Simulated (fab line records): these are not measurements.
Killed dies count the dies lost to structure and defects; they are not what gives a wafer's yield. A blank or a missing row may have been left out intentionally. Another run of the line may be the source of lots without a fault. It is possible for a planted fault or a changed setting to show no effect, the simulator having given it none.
fab line records	flow gf180mcu	part 1 of 2: steps 1 to 24 of 34
record: lots: 5	wafers: 15	last_day: 34
route steps=602 shown POLY_GATE@163 HV_LDD@176
lots that met no fault: from a run of the same line without faults
start_h: hours from the record's opening day to when the first of the lot's shown wafers began	wait_h: hours elapsed since this lot's preceding step	" identical to the entry in the row above	L1.1+2: a single row standing in for several wafers	- no value, or no start given	* or withheld: withheld	< > ~ a bound
route shown NAME@n: a module of which the file shows steps, and the number in the route of the first	usual: average and standard deviation across the fault-free wafers	same: alike in all rows	chamber/n: place in a boat	sites: each site's reading	_std_site: their standard deviation	_edge_site: mean of outer sites minus mean of inner sites	radius_mm: for every site, how far away it sits from the centre of the wafer	mask NAME#n: copy n	behind: the last tool/chamber to shape the wafer	hold: why the lot was held/for how many hours/how that ended	device: whichever transistor did not switch (one of n, p or np)	end of line: the same wafers' tests at the end of the route	a step without rows: its recipe alone	killed: at the first sort, the dies lost to defects and structure; wafer yield is something else	map: per-die view of a wafer (x killed, . not killed, _ where there is no die)
set.NAME: the setting as run; set.NAME@STEP: as run at that earlier step	model.NAME: the simulator's own value behind a step, which no gauge read
a table for each step, a row for each wafer; lots at some steps of the route
services: the hour from which a tool's chamber was out of use, counted from the record's first day as start_h (under 0 if before that day), plus the number of hours and why
== steps ==
step: GF_POLY_GATE_SOFTBAKE_06
recipe: temp_c: 130	time_s: 60	resist: KrF
usual: resist_line_temp_C: 22.99/0.1
lot.wafer	tool	chamber	start_h	wait_h	resist_line_temp_C
L075.1	litho_track-01	0	-	-	22.94
L075.4	"	0	"	"	23.04
L075.6	"	0	"	"	23.11
L091.1	litho_track-01	0	-	-	22.98
L091.3	"	0	"	"	22.90
L091.5	"	0	"	"	22.92
L094.1	litho_track-03	0	-	-	22.86
L094.3	"	0	"	"	22.81
L094.4	"	0	"	"	23.00
L095.1	litho_track-02	0	-	-	22.99
L095.2	"	0	"	"	23.04
L095.4	"	0	"	"	23.25
L096.1	litho_track-03	0	-	-	23.18
L096.2	"	0	"	"	23.01
L096.6	"	0	"	"	23.01
step: GF_POLY_GATE_EXPOSE_07
recipe: mask_id: Poly2	target_cd_nm: 280	na: 0.68	source_shape: conventional	sigma_outer: 0.6	dose_mj: 28
same: sigma_outer: 0.6
lot.wafer	tool	chamber	start_h	wait_h	mask
L075.1+4+6	krf_scanner-02	0	-	-	Poly2#0
L091.1+3+5	krf_scanner-02	0	-	-	Poly2#0
L094.1+3+4	krf_scanner-01	0	-	-	Poly2#0
L095.1+2+4	krf_scanner-02	0	-	-	Poly2#0
L096.1+2+6	krf_scanner-01	0	-	-	Poly2#0
step: GF_POLY_GATE_PEB_08
recipe: peb_temp_c: 135	peb_time_s: 90	resist: KrF
usual: resist_line_temp_C: 22.99/0.11
lot.wafer	tool	chamber	start_h	wait_h	resist_line_temp_C
L075.1	litho_track-03	0	-	-	23.08
L075.4	"	0	"	"	23.06
L075.6	"	0	"	"	23.15
L091.1	litho_track-01	0	-	-	22.89
L091.3	"	0	"	"	22.84
L091.5	"	0	"	"	23.02
L094.1	litho_track-02	0	-	-	22.89
L094.3	"	0	"	"	22.90
L094.4	"	0	"	"	22.84
L095.1	litho_track-01	0	-	-	23.12
L095.2	"	0	"	"	23.01
L095.4	"	0	"	"	23.09
L096.1	litho_track-01	0	-	-	22.85
L096.2	"	0	"	"	22.97
L096.6	"	0	"	"	22.80
step: GF_POLY_GATE_DEVELOP_09
recipe: develop_time_s: 60	resist: KrF	dev_temp_c: 21
usual: resist_line_temp_C: 22.99/0.1
lot.wafer	tool	chamber	start_h	wait_h	resist_line_temp_C
L075.1	litho_track-03	0	204.98	0.2	22.93
L075.4	"	0	"	"	22.93
L075.6	"	0	"	"	22.81
L091.1	litho_track-01	0	324.06	0.2	23.02
L091.3	"	0	"	"	23.01
L091.5	"	0	"	"	23.00
L094.1	litho_track-02	0	353.53	0.2	23.08
L094.3	"	0	"	"	23.03
L094.4	"	0	"	"	23.01
L095.1	litho_track-01	0	353.91	0.2	22.83
L095.2	"	0	"	"	22.95
L095.4	"	0	"	"	22.98
L096.1	litho_track-01	0	364.41	0.2	23.15
L096.2	"	0	"	"	23.00
L096.6	"	0	"	"	23.19
step: GF_POLY_GATE_CD_MEAS_10
recipe: target_cd_nm: 280
usual: cd_nm: 280.0/1.1
lot.wafer	tool	chamber	start_h	wait_h	cd_nm
L075.1	cd_sem-02	-	205.13	0.1	279.0
L075.4	"	-	"	"	278.8
L075.6	"	-	"	"	278.4
L091.1	cd_sem-01	-	324.21	0.1	278.7
L091.3	"	-	"	"	278.4
L091.5	"	-	"	"	279.6
L094.1	cd_sem-01	-	353.68	0.1	279.8
L094.3	"	-	"	"	278.9
L094.4	"	-	"	"	279.7
L095.1	cd_sem-02	-	354.06	0.1	279.7
L095.2	"	-	"	"	279.5
L095.4	"	-	"	"	279.2
L096.1	cd_sem-02	-	364.56	0.1	278.8
L096.2	"	-	"	"	279.8
L096.6	"	-	"	"	279.1
step: GF_POLY_GATE_OVL_MEAS_11
usual: POLY_GATE_OVL: 0/5.2
lot.wafer	tool	chamber	start_h	wait_h	POLY_GATE_OVL[nm]
L075.1	overlay-02	-	205.25	0.1	-4
L075.4	"	-	"	"	0
L075.6	"	-	"	"	4
L091.1	overlay-01	-	324.33	0.1	-8
L091.3	"	-	"	"	-13
L091.5	"	-	"	"	-2
L094.1	overlay-02	-	353.80	0.1	-2
L094.3	"	-	"	"	3
L094.4	"	-	"	"	4
L095.1	overlay-01	-	354.18	0.1	-3
L095.2	"	-	"	"	-1
L095.4	"	-	"	"	-3
L096.1	overlay-02	-	364.68	0.1	1
L096.2	"	-	"	"	1
L096.6	"	-	"	"	1
step: GF_POLY_GATE_ETCH_12
recipe: chemistry: N2/H2	target_depth_a: withheld	overetch_a: withheld	time_s: withheld	target: BARC	ion_energy_ev: 200	source_w: 500	bias_w: 100	pressure_mtorr: 30	n2_flow_sccm: 100	h2_flow_sccm: 200
usual: drypump_motor_current_A: 5.5/0.51	n2_flow_sccm: 100.01/0.29	oes_product_au: 0.735/0.0049	throttle_valve_pct: 13.215/0.0094
lot.wafer	tool	chamber	start_h	wait_h	drypump_motor_current_A	n2_flow_sccm	oes_product_au	throttle_valve_pct
L075.1	rie_diel-01	0	205.28	0.0	5.5	100.10	0.733	13.222
L075.4	"	3	"	"	5.1	99.90	0.729	13.223
L075.6	"	3	"	"	5.1	99.79	0.725	13.215
L091.1	rie_diel-01	0	324.37	0.0	5.5	99.67	0.737	13.209
L091.3	"	1	"	"	6.5	100.07	0.731	13.216
L091.5	"	1	"	"	6.5	100.10	0.738	13.188
L094.1	rie_diel-01	1	353.84	0.0	6.5	100.33	0.739	13.226
L094.3	"	3	"	"	5.1	100.12	0.735	13.219
L094.4	"	2	"	"	5.4	99.90	0.741	13.217
L095.1	rie_diel-04	0	354.22	0.0	5.8	100.32	0.733	13.210
L095.2	"	3	"	"	5.3	99.56	0.732	13.222
L095.4	"	2	"	"	5.5	99.92	0.740	13.217
L096.1	rie_diel-03	1	364.72	0.0	5.8	100.27	0.735	13.218
L096.2	"	0	"	"	6.4	100.06	0.730	13.220
L096.6	"	1	"	"	5.8	100.25	0.732	13.227
step: GF_POLY_GATE_ETCH_13
recipe: target: poly-Si	target_depth_nm: 198.5	stop_on: SiO2	over_etch_frac: 0.403	chemistry: HBr/Cl2	icp_w: 400	bias_w: 100	pressure_mtorr: 10	HBr_flow_sccm: 150	Cl2_flow_sccm: 50	time_s: 69.6
usual: drypump_motor_current_A: 5.9/0.44	mfc_cl2_sccm: 50.00/0.16	oes_product_au: 0.983/0.012	throttle_valve_pct: 33.685/0.0099
lot.wafer	tool	chamber	start_h	wait_h	drypump_motor_current_A	mfc_cl2_sccm	oes_product_au	rf_hours_counter_h	throttle_valve_pct
L075.1	rie_si-02	3	205.33	-	5.9	50.04	0.976	34	33.685
L075.4	"	1	"	"	6.7	50.12	0.984	18	33.690
L075.6	"	2	"	"	5.7	50.24	0.976	-	33.675
L091.1	rie_si-01	3	324.42	-	5.4	50.17	0.996	0	33.672
L091.3	"	2	"	"	5.8	49.99	0.991	1	33.687
L091.5	"	1	"	"	6.4	49.89	0.974	-	33.705
L094.1	rie_si-01	1	353.89	-	6.4	49.96	0.986	44	33.672
L094.3	"	3	"	"	5.4	49.94	0.982	0	33.688
L094.4	"	3	"	"	5.4	50.04	0.986	-	33.682
L095.1	rie_si-02	3	354.27	-	5.9	50.18	0.949	36	33.696
L095.2	"	2	"	"	5.7	49.78	0.964	4	33.688
L095.4	"	0	"	"	5.3	49.86	0.980	1	33.693
L096.1	rie_si-02	0	364.77	-	5.3	50.09	0.993	1	33.678
L096.2	"	3	"	"	5.9	49.68	0.951	36	33.666
L096.6	"	3	"	"	6.0	50.16	0.963	-	33.677
step: GF_POLY_GATE_STRIP_14
recipe: chemistry: O2/N2	power_w: 1400	pressure_mtorr: 1500	platen_temp_c: 250	o2_flow_sccm: 3000	n2_flow_sccm: 300	overash_fraction: 0.5
usual: drypump_motor_current_A: 5.58/0.22	heater_power_w: 316/33	n2_flow_sccm: 299.9/0.92	oes_product_au: 0.505/0.0049	platen_temp_c: 250.01/0.16
same: overash_fraction: 0.5
lot.wafer	tool	chamber	start_h	wait_h	drypump_motor_current_A	heater_power_w	n2_flow_sccm	oes_product_au	platen_temp_c	rf_hours_counter_h
L075.1	plasma_asher-02	0	205.39	0.0	5.84	352	299.9	0.501	249.68	6
L075.4	"	1	"	"	5.57	263	299.9	0.510	249.93	-
L075.6	"	1	"	"	5.56	269	299.1	0.502	250.17	-
L091.1	plasma_asher-02	0	324.48	0.0	5.85	352	301.9	0.502	250.20	17
L091.3	"	1	"	"	5.57	260	299.0	0.510	249.90	-
L091.5	"	0	"	"	5.84	355	300.0	0.505	250.08	-
L094.1	plasma_asher-01	1	353.94	0.0	5.70	354	299.6	0.499	249.88	70
L094.3	"	1	"	"	5.69	345	298.6	0.496	250.00	-
L094.4	"	0	"	"	5.67	310	300.4	0.512	250.24	-
L095.1	plasma_asher-01	1	354.33	0.0	5.71	352	300.6	0.505	249.90	70
L095.2	"	0	"	"	5.64	308	298.9	0.505	249.94	70
L095.4	"	1	"	"	5.71	349	300.3	0.502	250.12	-
L096.1	plasma_asher-01	0	364.83	0.0	5.66	301	297.3	0.501	249.96	71
L096.2	"	1	"	"	5.67	352	301.5	0.509	250.01	71
L096.6	"	0	"	"	5.67	301	299.1	0.509	250.11	-
step: GF_POLY_GATE_CLEAN_15
recipe: chemistry: SC1/SC2	mix: 1:4:20	temp_c: 70	time_s: 150	dry: n2_spin
lot.wafer	tool	chamber	start_h	wait_h
L075.1+4+6	wet_bench-01	3	205.49	0.1
L091.1+3+5	wet_bench-03	1	324.58	0.1
L094.1+3+4	wet_bench-04	2	354.04	0.1
L095.1+2+4	wet_bench-03	1	354.43	0.1
L096.1+2+6	wet_bench-03	1	364.93	0.1
step: GF_POLY_GATE_OXIDATION_16
recipe: temp_c: 850	ambient: O2	stabilise_s: 600	purge_s: 300	target_thk_a: 40	ox_time_s: 899
usual: tube_center_temp_C_max: 852.2/0.35
same: stabilise_s: 600
lot.wafer	tool	chamber	start_h	wait_h	tube_center_temp_C_max
L075.1	furnace-01	0	207.46	1.9	851.7
L075.4	"	0	"	"	852.1
L075.6	"	0	"	"	852.3
L091.1	furnace-01	0	326.81	2.2	852.3
L091.3	"	0	"	"	852.9
L091.5	"	0	"	"	851.7
L094.1	furnace-01	0	354.10	0.0	851.8
L094.3	"	0	"	"	852.0
L094.4	"	0	"	"	852.1
L095.1	furnace-02	0	354.48	0.0	852.4
L095.2	"	0	"	"	852.5
L095.4	"	0	"	"	852.2
L096.1	furnace-02	0	365.13	0.2	852.3
L096.2	"	0	"	"	851.7
L096.6	"	0	"	"	851.9
step: GF_POLY_GATE_THK_MEAS_17
recipe: reads: SiO2_of_POLY_GATE_OXIDATION_16
usual: POLY_GATE_OXIDATION_THK: 3.97/0.079
lot.wafer	tool	chamber	start_h	wait_h	POLY_GATE_OXIDATION_THK[nm]
L075.1	film_metro-03	-	208.71	0.0	3.92
L075.4	"	-	"	"	4.00
L075.6	"	-	"	"	3.98
L091.1	film_metro-02	-	328.06	0.0	3.97
L091.3	"	-	"	"	3.91
L091.5	"	-	"	"	3.91
L094.1	film_metro-03	-	355.35	0.0	3.97
L094.3	"	-	"	"	4.04
L094.4	"	-	"	"	4.06
L095.1	film_metro-03	-	355.73	0.0	4.14
L095.2	"	-	"	"	4.08
L095.4	"	-	"	"	4.14
L096.1	film_metro-03	-	366.38	0.0	3.99
L096.2	"	-	"	"	4.02
L096.6	"	-	"	"	3.97
step: GF_POLY_GATE_CD_MEAS_18
usual: cd_nm: 280.6/2.4
lot.wafer	tool	chamber	start_h	wait_h	cd_nm
L075.1	cd_sem-01	-	208.77	0.1	279.0
L075.4	"	-	"	"	280.4
L075.6	"	-	"	"	276.4
L091.1	cd_sem-02	-	328.12	0.1	279.2
L091.3	"	-	"	"	277.1
L091.5	"	-	"	"	283.0
L094.1	cd_sem-01	-	355.41	0.1	282.8
L094.3	"	-	"	"	279.8
L094.4	"	-	"	"	281.5
L095.1	cd_sem-01	-	355.79	0.1	280.7
L095.2	"	-	"	"	277.8
L095.4	"	-	"	"	279.7
L096.1	cd_sem-02	-	366.44	0.1	277.9
L096.2	"	-	"	"	280.4
L096.6	"	-	"	"	280.0
step: GF_HV_LDD_DEHYDRATE_00
recipe: temp_c: 200	time_s: 60
usual: resist_line_temp_C: 22.99/0.093
lot.wafer	tool	chamber	start_h	wait_h	resist_line_temp_C
L075.1	litho_track-02	0	216.43	7.6	23.00
L075.4	"	0	"	"	23.02
L075.6	"	0	"	"	23.08
L091.1	litho_track-04	0	337.69	9.5	23.00
L091.3	"	0	"	"	23.17
L091.5	"	0	"	"	23.00
L094.1	litho_track-02	0	365.98	10.5	23.07
L094.3	"	0	"	"	22.95
L094.4	"	0	"	"	22.75
L095.1	litho_track-01	0	366.06	10.2	22.89
L095.2	"	0	"	"	22.96
L095.4	"	0	"	"	22.88
L096.1	litho_track-02	0	377.38	10.9	23.02
L096.2	"	0	"	"	23.17
L096.6	"	0	"	"	23.10
step: GF_HV_LDD_HMDS_01
recipe: prime_time_s: 60	prime_temp_c: 120
usual: prime_temp_c: 120.00/0.14	resist_line_temp_C: 23.00/0.11
same: prime_time_s: 60
lot.wafer	tool	chamber	start_h	wait_h	prime_temp_c	resist_line_temp_C
L075.1	litho_track-02	0	216.58	0.1	120.17	23.02
L075.4	"	0	"	"	120.10	23.08
L075.6	"	0	"	"	120.19	22.91
L091.1	litho_track-04	0	337.84	0.1	119.90	22.65
L091.3	"	0	"	"	119.88	23.11
L091.5	"	0	"	"	119.76	22.91
L094.1	litho_track-02	0	366.13	0.1	120.02	23.05
L094.3	"	0	"	"	119.84	23.07
L094.4	"	0	"	"	120.00	23.16
L095.1	litho_track-01	0	366.21	0.1	119.96	23.08
L095.2	"	0	"	"	120.05	23.06
L095.4	"	0	"	"	120.10	23.08
L096.1	litho_track-02	0	377.53	0.1	119.86	22.95
L096.2	"	0	"	"	120.02	23.10
L096.6	"	0	"	"	119.72	23.03
step: GF_HV_LDD_COAT_02
recipe: resist: NOVOLAK	spin_rpm: 3000	resist_thk_nm: 1000
usual: dispense_pressure_kPa: 48/3	resist_line_temp_C: 22.99/0.11
lot.wafer	tool	chamber	start_h	wait_h	dispense_pressure_kPa	resist_line_temp_C
L075.1	litho_track-02	0	216.73	0.1	44	22.87
L075.4	"	0	"	"	44	23.04
L075.6	"	0	"	"	44	22.74
L091.1	litho_track-04	0	337.99	0.1	52	22.97
L091.3	"	0	"	"	52	23.09
L091.5	"	0	"	"	52	23.05
L094.1	litho_track-02	0	366.28	0.1	44	23.10
L094.3	"	0	"	"	44	23.06
L094.4	"	0	"	"	44	23.03
L095.1	litho_track-01	0	366.36	0.1	49	23.11
L095.2	"	0	"	"	49	22.99
L095.4	"	0	"	"	49	22.96
L096.1	litho_track-02	0	377.68	0.1	44	22.88
L096.2	"	0	"	"	44	22.91
L096.6	"	0	"	"	44	23.16
step: GF_HV_LDD_SOFTBAKE_03
recipe: temp_c: 90	time_s: 60	resist: NOVOLAK
usual: resist_line_temp_C: 23.00/0.11
lot.wafer	tool	chamber	start_h	wait_h	resist_line_temp_C
L075.1	litho_track-02	0	216.88	0.1	23.04
L075.4	"	0	"	"	22.96
L075.6	"	0	"	"	22.98
L091.1	litho_track-04	0	338.14	0.1	23.13
L091.3	"	0	"	"	23.12
L091.5	"	0	"	"	23.23
L094.1	litho_track-02	0	366.43	0.1	23.00
L094.3	"	0	"	"	22.86
L094.4	"	0	"	"	22.97
L095.1	litho_track-01	0	366.51	0.1	22.96
L095.2	"	0	"	"	23.27
L095.4	"	0	"	"	22.99
L096.1	litho_track-02	0	377.83	0.1	23.01
L096.2	"	0	"	"	23.01
L096.6	"	0	"	"	22.95
step: GF_HV_LDD_EXPOSE_04
recipe: mask_id: Nplus_LV_AREA	target_cd_nm: 400	na: 0.6	source_shape: conventional	sigma_outer: 0.6	dose_mj: 140
same: sigma_outer: 0.6
lot.wafer	tool	chamber	start_h	wait_h	mask
L075.1+4+6	iline_stepper-02	0	-	-	Nplus_LV_AREA#0
L091.1+3+5	iline_stepper-01	0	-	-	Nplus_LV_AREA#0
L094.1+3+4	iline_stepper-01	0	-	-	Nplus_LV_AREA#0
L095.1+2+4	iline_stepper-02	0	-	-	Nplus_LV_AREA#0
L096.1+2+6	iline_stepper-02	0	-	-	Nplus_LV_AREA#0
step: GF_HV_LDD_PEB_05
recipe: temp_c: withheld	time_s: *	resist: NOVOLAK
usual: resist_line_temp_C: *
lot.wafer	tool	chamber	start_h	wait_h	resist_line_temp_C
L075.1	litho_track-04	0	-	-	*
L075.4	"	0	"	"	*
L075.6	"	0	"	"	*
L091.1	litho_track-04	0	-	-	*
L091.3	"	0	"	"	*
L091.5	"	0	"	"	*
L094.1	litho_track-04	0	-	-	*
L094.3	"	0	"	"	*
L094.4	"	0	"	"	*
L095.1	litho_track-02	0	-	-	*
L095.2	"	0	"	"	*
L095.4	"	0	"	"	*
L096.1	litho_track-04	0	-	-	*
L096.2	"	0	"	"	*
L096.6	"	0	"	"	*
step: GF_HV_LDD_DEVELOP_06
recipe: develop_time_s: 60	dev_temp_c: 23
usual: resist_line_temp_C: 22.99/0.11
lot.wafer	tool	chamber	start_h	wait_h	resist_line_temp_C
L075.1	litho_track-04	0	226.04	0.1	23.01
L075.4	"	0	"	"	22.87
L075.6	"	0	"	"	22.91
L091.1	litho_track-04	0	349.09	0.1	23.08
L091.3	"	0	"	"	23.19
L091.5	"	0	"	"	23.23
L094.1	litho_track-04	0	377.84	0.1	22.85
L094.3	"	0	"	"	22.72
L094.4	"	0	"	"	22.86
L095.1	litho_track-02	0	378.13	0.1	22.94
L095.2	"	0	"	"	22.74
L095.4	"	0	"	"	22.90
L096.1	litho_track-04	0	388.99	0.1	23.11
L096.2	"	0	"	"	23.07
L096.6	"	0	"	"	22.88
step: GF_HV_LDD_CD_MEAS_07
recipe: target_cd_nm: 400
usual: cd_nm: 399.3/2.6
lot.wafer	tool	chamber	start_h	wait_h	cd_nm
L075.1	cd_sem-02	-	226.19	0.1	399.7
L075.4	"	-	"	"	399.0
L075.6	"	-	"	"	397.8
L091.1	cd_sem-02	-	349.24	0.1	396.6
L091.3	"	-	"	"	396.2
L091.5	"	-	"	"	397.9
L094.1	cd_sem-02	-	377.99	0.1	402.3
L094.3	"	-	"	"	400.6
L094.4	"	-	"	"	400.6
L095.1	cd_sem-01	-	378.28	0.1	399.1
L095.2	"	-	"	"	398.4
L095.4	"	-	"	"	400.1
L096.1	cd_sem-01	-	389.14	0.1	399.4
L096.2	"	-	"	"	400.9
L096.6	"	-	"	"	395.1
step: GF_HV_LDD_OVL_MEAS_08
usual: HV_LDD_OVL: 0.7/1.4
lot.wafer	tool	chamber	start_h	wait_h	HV_LDD_OVL[nm]
L075.1	overlay-02	-	226.31	0.1	-1.0
L075.4	"	-	"	"	0.9
L075.6	"	-	"	"	-0.3
L091.1	overlay-02	-	349.36	0.1	-1.0
L091.3	"	-	"	"	-0.7
L091.5	"	-	"	"	1.0
L094.1	overlay-02	-	378.11	0.1	-1.4
L094.3	"	-	"	"	-0.5
L094.4	"	-	"	"	0.1
L095.1	overlay-01	-	378.40	0.1	1.8
L095.2	"	-	"	"	2.0
L095.4	"	-	"	"	1.8
L096.1	overlay-02	-	389.26	0.1	-1.2
L096.2	"	-	"	"	2.0
L096.6	"	-	"	"	2.0
step: GF_HV_LDD_IMPLANT_09
recipe: species: As	energy_kev: 40	dose_cm2: 1e+14	tilt_deg: 7
usual: faraday_current_uA: 565/11
lot.wafer	tool	chamber	start_h	wait_h	faraday_current_uA
L075.1	implanter-04	0	226.35	0.0	560
L075.4	"	0	"	"	574
L075.6	"	0	"	"	566
L091.1	implanter-03	0	349.39	0.0	572
L091.3	"	0	"	"	555
L091.5	"	0	"	"	573
L094.1	implanter-02	0	378.14	0.0	550
L094.3	"	0	"	"	568
L094.4	"	0	"	"	567
L095.1	implanter-04	0	378.44	0.0	564
L095.2	"	0	"	"	555
L095.4	"	0	"	"	559
L096.1	implanter-03	0	389.29	0.0	549
L096.2	"	0	"	"	536
L096.6	"	0	"	"	559
step: GF_HV_LDD_STRIP_10
recipe: chemistry: O2/N2	power_w: 1400	pressure_mtorr: 1500	platen_temp_c: 250	o2_flow_sccm: 3000	n2_flow_sccm: 300	overash_fraction: 0.5
usual: drypump_motor_current_A: 5.61/0.3	heater_power_w: 312/38	n2_flow_sccm: 300.0/0.88	oes_product_au: 0.716/0.0045	platen_temp_c: 250.03/0.17	strip_time_to_endpoint_s: 12.65/0.032
same: overash_fraction: 0.5
lot.wafer	tool	chamber	start_h	wait_h	drypump_motor_current_A	heater_power_w	n2_flow_sccm	oes_product_au	platen_temp_c	rf_hours_counter_h	strip_time_to_endpoint_s
L075.1	plasma_asher-02	0	226.50	0.1	5.81	342	301.4	0.716	250.13	8	12.63
L075.4	"	0	"	"	5.83	357	299.0	0.723	249.93	-	12.61
L075.6	"	1	"	"	5.59	259	300.4	0.718	250.03	-	12.64
L091.1	plasma_asher-03	1	349.54	0.1	5.57	312	299.4	0.714	250.15	59	12.66
L091.3	"	1	"	"	5.56	315	299.3	0.719	249.79	-	12.66
L091.5	"	1	"	"	5.57	316	299.2	0.709	249.71	-	12.65
L094.1	plasma_asher-02	1	378.29	0.1	5.58	261	300.4	0.718	249.84	22	12.62
L094.3	"	0	"	"	5.83	361	300.1	0.709	250.21	-	12.64
L094.4	"	1	"	"	5.57	259	299.8	0.723	249.73	-	12.61
L095.1	plasma_asher-04	1	378.59	0.1	6.19	328	299.2	0.712	249.78	76	12.67
L095.2	"	0	"	"	5.34	348	300.7	0.718	250.28	76	12.67
L095.4	"	0	"	"	5.34	359	300.7	0.714	250.05	-	12.63
L096.1	plasma_asher-02	1	389.44	0.1	5.58	265	299.9	0.720	249.98	23	12.67
L096.2	"	0	"	"	5.83	354	301.3	0.713	250.08	23	12.67
L096.6	"	0	"	"	5.83	361	302.7	0.721	250.01	-	12.66
